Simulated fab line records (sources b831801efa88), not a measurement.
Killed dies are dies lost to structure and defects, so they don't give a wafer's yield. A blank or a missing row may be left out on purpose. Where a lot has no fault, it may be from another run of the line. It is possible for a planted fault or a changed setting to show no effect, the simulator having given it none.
Struck lot and sound lot, side by side ; flow sky130 ; 31 out of 708 route steps
Sound: these wafers, L777.1, L777.3, L777.6. The struck wafers were L767.1, L767.5. The cause comes at the end.
At each step with rows: each side's tool, then ch and its chambers, then its first start. Under that, the readings that differ: sound wafers ; struck wafers ; difference of the means ; sigmas: that difference in standard deviations of wafers without a fault.
alike: same words and numbers on both sides, and readings whose means sit less than 2 such deviations apart. not compared: any withheld reading, any reading some wafer has no value for, any bound like >300 that may hide the same value, and any number with overlapping values for which the record gives no deviation.
Wherever a step has rows on one side only, a row that says differs or no value, or a row with sigmas, the two part there. When numbers do not overlap yet have no deviation, they are printed without sigmas and do not part them. Lack of a reading on every wafer of one side parts them only where that side has two or more wafers.

first, 1 step without rows for these wafers: SKY_CONTACT_ETCH_18 (etches Si3N4 in CHF3/O2, stops on TiN, time 39 s, target depth 75 nm).
SKY_CONTACT_STRIP_19: strips in O2/N2.
  sound on plasma_asher-03 ch 0,1, day 38 01:26; struck on plasma_asher-03 ch 1, day 35 01:50
reading;sound;struck;difference;sigmas
strip_time_to_endpoint_s (s);3.560 3.570 3.613;3.692 3.623;+0.077;+3
  alike: drypump_motor_current_A, oes_product_au
  not compared: rf_hours_counter_h
then, 4 steps without rows for these wafers: SKY_CONTACT_STRIP_20 (strips in post etch residue remover, time 1200 s); SKY_CONTACT_CLEAN_21 (cleans in IPA, time 180 s); SKY_CONTACT_CLEAN_22 (cleans in O3/DIW); SKY_CONTACT_SPUTTER_23 (material TiN, target thk 20 nm, time 80 s).
SKY_CONTACT_CVD_24: deposits W, target thk 340 nm, time 102.12 s.
  sound on cvd_w-01 ch 0,1, day 38 02:08; struck on cvd_w-02 ch 0, day 35 02:29
  alike: heater_power_w
SKY_CONTACT_RS_MEAS_25: a four-point-probe measurement.
  sound on film_metro-01 at day 38 02:14; struck on film_metro-02 at day 35 02:36
  alike: CONTACT_W_RS
SKY_CONTACT_THK_MEAS_26: measures by xrf.
  sound on film_metro-01 at day 38 02:22; struck on film_metro-02 at day 35 02:43
  alike: CONTACT_W_THK
then, 1 step without rows for these wafers: SKY_CONTACT_CMP_27 (polishes, stops on SiO2, t overpolish 15 s, target thk 0 nm).
SKY_METAL1_SPUTTER_00: material Ti, target thk 15 nm, time 10 s.
  sound on pvd_sputter-03 at day 38 02:43; struck on pvd_sputter-03 at day 35 03:20
  alike: throttle_valve_pct
SKY_METAL1_SPUTTER_01: material TiN, target thk 20 nm, time 16.7 s.
  sound on pvd_sputter-03 at day 38 02:44; struck on pvd_sputter-03 at day 35 03:21
  alike: throttle_valve_pct
SKY_METAL1_SPUTTER_02: material AlCu, target thk 250 nm, time 13.3 s.
  sound on pvd_sputter-03 at day 38 02:46; struck on pvd_sputter-03 at day 35 03:23
reading;sound;struck;difference;sigmas
model.AlCu_of_METAL1_SPUTTER_02.thk_nm (nm);250.8 252 252.6;319 318;+67;
  alike: throttle_valve_pct
then, 1 step without rows for these wafers: SKY_METAL1_SPUTTER_03 (material Ti, target thk 5 nm, time 3.3 s).
SKY_METAL1_SPUTTER_04: material TiN, target thk 70 nm, time 58.3 s.
  sound on pvd_sputter-03 at day 38 02:49; struck on pvd_sputter-03 at day 35 03:25
  alike: throttle_valve_pct
SKY_METAL1_RS_MEAS_05: a four-point-probe measurement.
  sound on film_metro-04 at day 38 02:52; struck on film_metro-01 at day 35 03:54
reading;sound;struck;difference;sigmas
METAL1_ALCU_RS (ohm/sq);0.1263 0.1258 0.1256;0.0987 0.0991;-0.0270;-21
  not compared: hold
SKY_METAL1_THK_MEAS_06: measures by xrf.
  sound on film_metro-04 at day 38 02:59; struck on film_metro-01 at day 35 08:59
reading;sound;struck;difference;sigmas
METAL1_ALCU_THK (nm);249.3 249.3 250.2;312.4 314.0;+63.6;+22
  not compared: hold
then, 7 steps without rows for these wafers: SKY_METAL1_HMDS_08 (prime time 60 s); SKY_METAL1_COAT_09 (resist thk 60 nm); SKY_METAL1_COAT_10 (resist thk 450 nm); SKY_METAL1_SOFTBAKE_11 (time 90 s); SKY_METAL1_EXPOSE_12 (exposes mask MM1, target cd 140 nm); SKY_METAL1_PEB_13; SKY_METAL1_DEVELOP_14 (develop time 60 s).
SKY_METAL1_CD_MEAS_15: target cd 140 nm.
  sound on cd_sem-01 at day 39 04:13; struck on cd_sem-01 at day 36 05:13
  alike: cd_nm
SKY_METAL1_OVL_MEAS_16:
  sound on overlay-02 at day 39 04:20; struck on overlay-01 at day 36 05:20
  alike: METAL1_OVL
then, 2 steps without rows for these wafers: SKY_METAL1_DESCUM_17 (chemistry O2, time 8 s); SKY_METAL1_ETCH_18 (etches BARC in N2/H2, stops on SiO2, time 45.9 s, target depth 60 nm).
SKY_METAL1_METAL_ETCH_19: etches the open film in Cl2/BCl3, stops on SiO2, target depth 360 nm, time 78 s.
  sound on rie_metal-04 ch 0,1, day 39 04:29; struck on rie_metal-04 ch 1, day 36 05:28
reading;sound;struck;difference;sigmas
oes_product_au (a.u.);0.857 0.860 0.849;0.910 0.897;+0.048;+9
  alike: drypump_motor_current_A, throttle_valve_pct
  not compared: rf_hours_counter_h
then, 1 step without rows for these wafers: SKY_METAL1_STRIP_20 (strips in O2/N2).
-- the record jumps here: 12 days lie between the struck wafers' starts before and after (it left off in module METAL1 and takes up again in module PAD_OPEN, whose first step shown is number 708 of the route) --
SKY_PAD_OPEN_PROBE_99:
  sound on prober-02 at day 50 12:15; struck on prober-02 at day 48 08:28
  no value came back on the struck wafers for model.etest.met1.line_ohm_um, model.etest.met1.rs_ohm_sq; on the sound wafers model.etest.met1.line_ohm_um reads 0.8902 0.9061 0.9122
reading;sound;struck;difference;sigmas
hold;- - -;await_dispo/10.7h/release await_dispo/10.7h/release;no value on the sound wafers;
  alike: defect_limited_yield, killed_at_M0_to_M3, killed_at_M4_up, killed_at_contacts, killed_at_front_end, killed_at_other, killed_dies, killed_open, killed_short, sort_bin_3_pad_short, sort_bin_5_function, sort_bin_6_memory, sort_n_pass, sort_yield_pct

== WHERE THEY PART ==
At SKY_CONTACT_STRIP_19 first; at SKY_PAD_OPEN_PROBE_99 last (within this record only).

WHY: the cause the simulator had injected
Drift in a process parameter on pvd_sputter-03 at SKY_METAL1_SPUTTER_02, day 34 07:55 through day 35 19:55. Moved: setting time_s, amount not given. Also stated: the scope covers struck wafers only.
